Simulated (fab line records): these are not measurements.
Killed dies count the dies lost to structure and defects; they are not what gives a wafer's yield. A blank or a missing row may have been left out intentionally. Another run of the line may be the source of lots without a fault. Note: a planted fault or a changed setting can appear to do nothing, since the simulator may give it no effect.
Which tool did it? | flow sky130 | 42 wafers from 14 lots sampled at 2 of the route's 708 steps

WHAT THE GAUGES READ, wafer by wafer
No reading from a measuring or inspecting step in the record can be judged against a usual standard deviation.

EACH LOT AND THE TOOL THAT RAN IT (in order: tool; ch and the chambers of the sampled wafers; start)
lot  | SKY_FIELD_ISO_CLEAN_19         | SKY_PAD_OPEN_PROBE_99
L191 | wet_bench-04 ch 2, day 2 05:55 | -
L192 | wet_bench-04 ch 2, day 2 09:16 | -
L193 | wet_bench-04 ch 2, day 2 16:19 | -
L194 | wet_bench-04 ch 2, day 2 22:46 | -
L195 | wet_bench-01 ch 1, day 3 03:02 | -
L196 | wet_bench-01 ch 0, day 3 07:44 | -
L197 | wet_bench-02 ch 0, day 3 16:46 | -
L198 | wet_bench-01 ch 1, day 3 17:22 | -
L202 | wet_bench-01 ch 3, day 4 15:23 | prober-02, day 49 12:01
L206 | wet_bench-01 ch 0, day 5 11:12 | prober-02, day 49 18:52
L207 | wet_bench-02 ch 1, day 5 17:19 | -
L211 | wet_bench-04 ch 0, day 6 16:16 | -
L212 | wet_bench-02 ch 0, day 6 19:41 | -
L213 | wet_bench-02 ch 0, day 7 00:41 | -
- SKY_FIELD_ISO_CLEAN_19: cleans in SC1/SC2, time 150 s.
- SKY_PAD_OPEN_PROBE_99

AS READ BY THE TOOLS THEMSELVES (means over the sampled wafers that have a number; for cases with no such wafer, the mark the record gives instead)
SKY_PAD_OPEN_PROBE_99. Usual: killed_at_M0_to_M3 43, standard deviation 7.3; killed_at_M4_up 3.6, standard deviation 1.9; killed_at_contacts 23, standard deviation 5.3; killed_at_front_end 15, standard deviation 4.5; killed_at_other 0.3, standard deviation 0.72; killed_dies 85, standard deviation 9.4; killed_open 46, standard deviation 6.7; killed_short 38, standard deviation 6.8.
lot  | tool      | killed_at_M0_to_M3 | killed_at_M4_up | killed_at_contacts | killed_at_front_end | killed_at_other | killed_dies | killed_open | killed_short | flag
L202 | prober-02 | 39                 | 4.3             | 20                 | 61                  | 0.3             | 125         | 42          | 35           | OFF
L206 | prober-02 | 41                 | 3.3             | 24                 | 35                  | 0.3             | 104         | 45          | 38           | OFF

THE ANSWER, worked out from the rows above alone
Rule: take the mean of a lot's wafers that have a number; if it is more than 3 standard deviations from the usual mean, the lot is off. Also off: a lot with no number at a reading for which 4 or more lots have one. All remaining lots with rows at the step are treated as sound. After the gauges, taken in route order, come the tools' own readings; for these a lot's mean is taken, as printed above. At the first step where some lot is off, the reading lying furthest off is the one used; lots without a number count as furthest.
Off at SKY_PAD_OPEN_PROBE_99 (killed_at_front_end): L202, L206. Neither off nor sound, because the step has no rows for them: L191, L192, L193, L194, L195, L196, L197, L198, L207, L211, L212, L213.
A tool fits if, at that step or a process step before it, it ran every lot that is off, and no sound lot after the first of them. This does not decide it: 2 tools fit, namely wet_bench-01 at SKY_FIELD_ISO_CLEAN_19 and prober-02 at SKY_PAD_OPEN_PROBE_99.

WHAT WAS PUT IN BY THE SIMULATOR
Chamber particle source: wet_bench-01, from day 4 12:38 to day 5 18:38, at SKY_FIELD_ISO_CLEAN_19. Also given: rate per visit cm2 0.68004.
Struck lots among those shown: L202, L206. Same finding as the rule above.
